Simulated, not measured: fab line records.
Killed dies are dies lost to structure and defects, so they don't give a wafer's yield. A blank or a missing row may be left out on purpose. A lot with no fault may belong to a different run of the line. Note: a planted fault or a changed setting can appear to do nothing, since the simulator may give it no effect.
fab line records + flow gf180mcu
record:
- lots: 7
- wafers: 21
- lastDay: 34
route steps=602 shown V3@435
lots with no fault: from the same line, run without faults
startH: start of the lot's first displayed wafer, in hours after the record's first day + waitH: hours elapsed since this lot's preceding step + " identical to the entry in the row above + L1.1+2: several wafers, shown together as one row + - either no value or no given start + * or withheld: withheld + < > ~ a bound
route shown NAME@n: NAME is a module with steps in the file, n the number in the route of the first one + usual: the fault-free wafers' mean and standard deviation + same: alike in all rows + chamber/n: place in a boat + sites: the reading at each site + _std_site: the values' standard deviation + _edge_site: inner sites' mean taken away from outer sites' mean + radiusMm: how far each site lies from the wafer's centre + mask NAME#n: copy n + behind: the tool/chamber that last shaped the wafer + hold: what put the lot on hold/how long, in hours/how the hold closed + device: names the non-switching transistor (n, p or np) + end of line: at the end of the route, the tests of the same wafers + a step given without rows: its recipe and nothing more + killed: count of dies lost to structure and defects at first sort (not the wafer's yield) + map: dies across one wafer; x = killed, . = not, _ = none there
set.NAME: setting as actually run; set.NAME@STEP: the setting as run at that earlier step + model.NAME: the simulator's own value behind a step, which no gauge read
a table for each step, a row for each wafer; lots at some steps of the route
services: the hour from which a tool's chamber was out of use, counted from the record's first day as startH (under 0 if before that day), plus the number of hours and why
== steps ==
step: GF_V3_DEHYDRATE_06
recipe:
- tempC: 200
- timeS: 60
step: GF_V3_HMDS_07
recipe:
- primeTimeS: 60
- primeTempC: 120
step: GF_V3_COAT_08
recipe:
- resist: BARC
- tempC: withheld
- timeS: withheld
- spinRpm: withheld
- resistThkNm: withheld
step: GF_V3_COAT_09
recipe:
- resist: KrF
- spinRpm: withheld
- resistThkNm: 1000
step: GF_V3_SOFTBAKE_10
recipe:
- tempC: 130
- timeS: 60
- resist: KrF
step: GF_V3_EXPOSE_11
recipe:
- maskId: Via3
- targetCdNm: 260
- na: 0.68
- sourceShape: conventional
- sigmaOuter: 0.6
- doseMj: 38
step: GF_V3_PEB_12
recipe:
- pebTempC: 135
- pebTimeS: 90
- resist: KrF
step: GF_V3_DEVELOP_13
recipe:
- developTimeS: 60
- resist: KrF
- devTempC: 21
step: GF_V3_CD_MEAS_14
recipe:
- targetCdNm: 260
usual:
- cdNm: 259.9/1.3
| lot.wafer | tool     | chamber | startH | waitH | cdNm  |
|-----------|----------|---------|--------|-------|-------|
| L608.1    | cdSem-02 | -       | 536.31 | 0.1   | 259.0 |
| L608.2    | "        | -       | "      | "     | 259.0 |
| L608.6    | "        | -       | "      | "     | 259.3 |
| L609.2    | cdSem-01 | -       | 546.57 | 0.1   | 259.1 |
| L609.3    | "        | -       | "      | "     | 258.6 |
| L609.4    | "        | -       | "      | "     | 258.0 |
| L622.1    | cdSem-02 | -       | 651.36 | 0.1   | 261.5 |
| L622.2    | "        | -       | "      | "     | 260.4 |
| L622.3    | "        | -       | "      | "     | 261.0 |
| L623.2    | cdSem-01 | -       | 655.96 | 0.1   | 258.9 |
| L623.5    | "        | -       | "      | "     | 258.9 |
| L623.6    | "        | -       | "      | "     | 258.6 |
| L624.3    | cdSem-02 | -       | 662.65 | 0.1   | 259.8 |
| L624.5    | "        | -       | "      | "     | 259.1 |
| L624.6    | "        | -       | "      | "     | 258.8 |
| L626.4    | cdSem-02 | -       | 675.67 | 0.1   | 260.7 |
| L626.5    | "        | -       | "      | "     | 260.6 |
| L626.6    | "        | -       | "      | "     | 260.0 |
| L627.1    | cdSem-02 | -       | 679.77 | 0.1   | 258.8 |
| L627.3    | "        | -       | "      | "     | 258.3 |
| L627.5    | "        | -       | "      | "     | 259.3 |
step: GF_V3_OVL_MEAS_15
usual:
- V3_OVL: -2/5.1
| lot.wafer | tool       | chamber | startH | waitH | V3_OVL[nm] |
|-----------|------------|---------|--------|-------|------------|
| L608.1    | overlay-02 | -       | 536.43 | 0.1   | 5          |
| L608.2    | "          | -       | "      | "     | 1          |
| L608.6    | "          | -       | "      | "     | -1         |
| L609.2    | overlay-01 | -       | 546.67 | 0.1   | 2          |
| L609.3    | "          | -       | "      | "     | -6         |
| L609.4    | "          | -       | "      | "     | 2          |
| L622.1    | overlay-01 | -       | 651.48 | 0.1   | -12        |
| L622.2    | "          | -       | "      | "     | -6         |
| L622.3    | "          | -       | "      | "     | -4         |
| L623.2    | overlay-01 | -       | 656.07 | 0.1   | -3         |
| L623.5    | "          | -       | "      | "     | 0          |
| L623.6    | "          | -       | "      | "     | -3         |
| L624.3    | overlay-02 | -       | 662.74 | 0.1   | -7         |
| L624.5    | "          | -       | "      | "     | -3         |
| L624.6    | "          | -       | "      | "     | -8         |
| L626.4    | overlay-02 | -       | 675.75 | 0.1   | -6         |
| L626.5    | "          | -       | "      | "     | -7         |
| L626.6    | "          | -       | "      | "     | 1          |
| L627.1    | overlay-02 | -       | 679.89 | 0.1   | -1         |
| L627.3    | "          | -       | "      | "     | 1          |
| L627.5    | "          | -       | "      | "     | 3          |
step: GF_V3_ETCH_16
recipe:
- chemistry: N2/H2
- targetDepthA: withheld
- overetchA: withheld
- timeS: withheld
- target: BARC
- ionEnergyEv: 200
- sourceW: 500
- biasW: 100
- pressureMtorr: 30
- n2FlowSccm: 100
- h2FlowSccm: 200
usual:
- drypumpMotorCurrentA: 5.8/0.35
- oesProductAu: 0.854/0.0043
- throttleValvePct: 13.225/0.0092
| lot.wafer | tool       | chamber | startH | waitH | drypumpMotorCurrentA | oesProductAu | throttleValvePct |
|-----------|------------|---------|--------|-------|----------------------|--------------|------------------|
| L608.1    | rieDiel-02 | 2       | 536.47 | 0.0   | 5.9                  | 0.849        | 13.217           |
| L608.2    | "          | 0       | "      | "     | 5.7                  | 0.848        | 13.234           |
| L608.6    | "          | 2       | "      | "     | 5.9                  | 0.856        | 13.233           |
| L609.2    | rieDiel-02 | 3       | 546.70 | 0.0   | 5.6                  | 0.851        | 13.212           |
| L609.3    | "          | 1       | "      | "     | 6.1                  | 0.859        | 13.224           |
| L609.4    | "          | 0       | "      | "     | 5.7                  | 0.856        | 13.219           |
| L622.1    | rieDiel-04 | 0       | 651.52 | 0.0   | 6.0                  | 0.851        | 13.231           |
| L622.2    | "          | 1       | "      | "     | 4.8                  | 0.855        | 13.219           |
| L622.3    | "          | 2       | "      | "     | 5.9                  | 0.845        | 13.212           |
| L623.2    | rieDiel-01 | 3       | 656.10 | 0.0   | 5.8                  | 0.859        | 13.233           |
| L623.5    | "          | 3       | "      | "     | 5.8                  | 0.864        | 13.208           |
| L623.6    | "          | 2       | "      | "     | 6.0                  | 0.855        | 13.205           |
| L624.3    | rieDiel-04 | 1       | 662.77 | 0.0   | 4.8                  | 0.850        | 13.222           |
| L624.5    | "          | 3       | "      | "     | 5.6                  | 0.852        | 13.248           |
| L624.6    | "          | 2       | "      | "     | 5.9                  | 0.850        | 13.234           |
| L626.4    | rieDiel-01 | 2       | 675.77 | 0.0   | 6.0                  | 0.849        | 13.226           |
| L626.5    | "          | 1       | "      | "     | 6.1                  | 0.857        | 13.234           |
| L626.6    | "          | 2       | "      | "     | 6.0                  | 0.851        | 13.216           |
| L627.1    | rieDiel-02 | 3       | 679.92 | 0.0   | 5.7                  | 0.851        | 13.222           |
| L627.3    | "          | 2       | "      | "     | 5.9                  | 0.857        | 13.231           |
| L627.5    | "          | 3       | "      | "     | 5.7                  | 0.849        | 13.239           |
step: GF_V3_ETCH_17
recipe:
- chemistry: C4F8/O2/Ar
- maskMaterial: KrF
- target: SiO2
- stopOn: TiN
- sourceW: 1500
- biasW: 1200
- pressureMtorr: 40
- c4f8FlowSccm: withheld
- O2_flow_sccm: 6
- Ar_flow_sccm: 300
- timeS: withheld
- targetDepthA: 6350
usual:
- oesProductAu: 0.856/0.0046
| lot.wafer | tool       | chamber | startH | waitH | oesProductAu |
|-----------|------------|---------|--------|-------|--------------|
| L608.1    | rieDiel-02 | 2       | -      | -     | 0.852        |
| L608.2    | "          | 0       | "      | "     | 0.853        |
| L608.6    | "          | 2       | "      | "     | 0.852        |
| L609.2    | rieDiel-02 | 3       | -      | -     | 0.859        |
| L609.3    | "          | 1       | "      | "     | 0.859        |
| L609.4    | "          | 0       | "      | "     | 0.854        |
| L622.1    | rieDiel-04 | 0       | -      | -     | 0.857        |
| L622.2    | "          | 1       | "      | "     | 0.852        |
| L622.3    | "          | 2       | "      | "     | 0.864        |
| L623.2    | rieDiel-01 | 3       | -      | -     | 0.849        |
| L623.5    | "          | 3       | "      | "     | 0.860        |
| L623.6    | "          | 2       | "      | "     | 0.855        |
| L624.3    | rieDiel-04 | 1       | -      | -     | 0.850        |
| L624.5    | "          | 3       | "      | "     | 0.857        |
| L624.6    | "          | 2       | "      | "     | 0.855        |
| L626.4    | rieDiel-01 | 2       | -      | -     | 0.856        |
| L626.5    | "          | 1       | "      | "     | 0.848        |
| L626.6    | "          | 2       | "      | "     | 0.860        |
| L627.1    | rieDiel-02 | 3       | -      | -     | 0.852        |
| L627.3    | "          | 2       | "      | "     | 0.858        |
| L627.5    | "          | 3       | "      | "     | 0.856        |
step: GF_V3_STRIP_18
recipe:
- chemistry: O2/N2
- powerW: 1400
- pressureMtorr: 1500
- platenTempC: 250
- o2FlowSccm: 3000
- n2FlowSccm: 300
- overashFraction: 0.5
usual:
- chamberPressureMTorr: 1500.1/1.3
- drypumpMotorCurrentA: 5.8/0.45
- heaterPowerW: 329/31
- oesProductAu: 0.593/0.0049
| lot.wafer | tool           | chamber | startH | waitH | chamberPressureMTorr | drypumpMotorCurrentA | heaterPowerW | oesProductAu | rfHoursCounterH |
|-----------|----------------|---------|--------|-------|----------------------|----------------------|--------------|--------------|-----------------|
| L608.1    | plasmaAsher-03 | 1       | 536.60 | -     | 1498.3               | 4.6                  | 338          | 0.594        | 41              |
| L608.2    | "              | 0       | "      | "     | 1502.1               | 5.6                  | 343          | 0.596        | 41              |
| L608.6    | "              | 0       | "      | "     | 1499.2               | 5.7                  | 337          | 0.595        | -               |
| L609.2    | plasmaAsher-02 | 1       | 546.83 | -     | 1500.4               | 5.8                  | 404          | 0.597        | 13              |
| L609.3    | "              | 0       | "      | "     | 1501.9               | 6.2                  | 319          | 0.591        | -               |
| L609.4    | "              | 1       | "      | "     | 1498.7               | 5.8                  | 386          | 0.605        | -               |
| L622.1    | plasmaAsher-02 | 1       | 651.64 | -     | -                    | -                    | -            | -            | -               |
| L622.2    | "              | 0       | "      | "     | -                    | -                    | -            | -            | -               |
| L622.3    | "              | 1       | "      | "     | -                    | -                    | -            | -            | -               |
| L623.2    | plasmaAsher-04 | 1       | 656.23 | -     | -                    | -                    | -            | -            | -               |
| L623.5    | "              | 1       | "      | "     | -                    | -                    | -            | -            | -               |
| L623.6    | "              | 0       | "      | "     | -                    | -                    | -            | -            | -               |
| L624.3    | plasmaAsher-04 | 1       | 662.93 | -     | -                    | -                    | -            | -            | -               |
| L624.5    | "              | 0       | "      | "     | -                    | -                    | -            | -            | -               |
| L624.6    | "              | 1       | "      | "     | -                    | -                    | -            | -            | -               |
| L626.4    | plasmaAsher-04 | 1       | 675.93 | -     | 1499.7               | 6.2                  | 302          | 0.594        | -               |
| L626.5    | "              | 0       | "      | "     | 1502.0               | 5.6                  | 297          | 0.593        | -               |
| L626.6    | "              | 1       | "      | "     | 1500.5               | 6.3                  | 304          | 0.592        | -               |
| L627.1    | plasmaAsher-04 | 1       | 680.05 | -     | 1501.8               | 6.3                  | 312          | 0.593        | 101             |
| L627.3    | "              | 0       | "      | "     | 1501.6               | 5.6                  | 297          | 0.591        | -               |
| L627.5    | "              | 1       | "      | "     | 1497.5               | 6.3                  | 303          | 0.586        | -               |
step: GF_V3_STRIP_19
recipe:
- chemistry: postEtchResidueRemover
- timeS: 1200
- tempC: 72.5
== services ==
| tool           | chamber | startH | hours | kind          |
|----------------|---------|--------|-------|---------------|
| rieDiel-04     | 1       | 520.50 | 4.4   | repair        |
| rieDiel-04     | 3       | 529.99 | 3.2   | repair        |
| rieDiel-04     | 1       | 543.50 | 3.7   | repair        |
| rieDiel-01     | 2       | 551.94 | 7.4   | repair        |
| plasmaAsher-04 | -       | 564.01 | 2.8   | pm            |
| plasmaAsher-02 | -       | 564.03 | 9.2   | repair        |
| plasmaAsher-03 | -       | 609.01 | 4.7   | repair        |
| rieDiel-02     | 2       | 615.40 | 8.7   | repair        |
| rieDiel-04     | -       | 622.67 | 1.0   | repair        |
| rieDiel-02     | -       | 626.43 | 2.8   | pm            |
| rieDiel-01     | 3       | 641.96 | 3.8   | repair        |
| rieDiel-04     | -       | 646.23 | 2.8   | pm            |
| rieDiel-01     | 3       | 650.98 | 5.0   | repair        |
| rieDiel-04     | 0       | 666.68 | 5.5   | repair        |
| rieDiel-04     | 0       | 675.02 | -     | clean         |
| rieDiel-04     | 0       | 675.02 | 13.8  | scheduledDown |
| rieDiel-04     | 0       | 675.02 | 13.8  | ventCycle     |
| rieDiel-04     | 2       | 679.15 | 5.2   | repair        |
== key ==
firstSign:
- step: GF_V3_STRIP_18
- reading: toolRecord
- direction: missing
effect none on later readings
metAt GF_V3_STRIP_18
struckWafers L622.1,L622.2,L622.3,L623.2,L623.5,L623.6,L624.3,L624.5,L624.6
laterRowsLeftOut L622.1,L622.2,L622.3,L623.2,L623.5,L623.6,L624.3,L624.5,L624.6
sortLeftOut L622.1,L622.2,L622.3,L623.2,L623.5,L623.6,L624.3,L624.5,L624.6
onsetBetween 546.83 651.64
fault:
- kind: skippedStepWhole
- tool: plasmaAsher-02,plasmaAsher-04
- chamber: -
- onsetH: 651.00
- steps: GF_V3_STRIP_18
- scope: struckLotsOnly
sortLeftOut: the simulated sort isn't trusted on such a fault, so these wafers' sort isn't shown, and their yield isn't known
laterRowsLeftOut: the simulator's readings of these wafers behind a module that went badly wrong aren't trusted and aren't shown, but for the sort
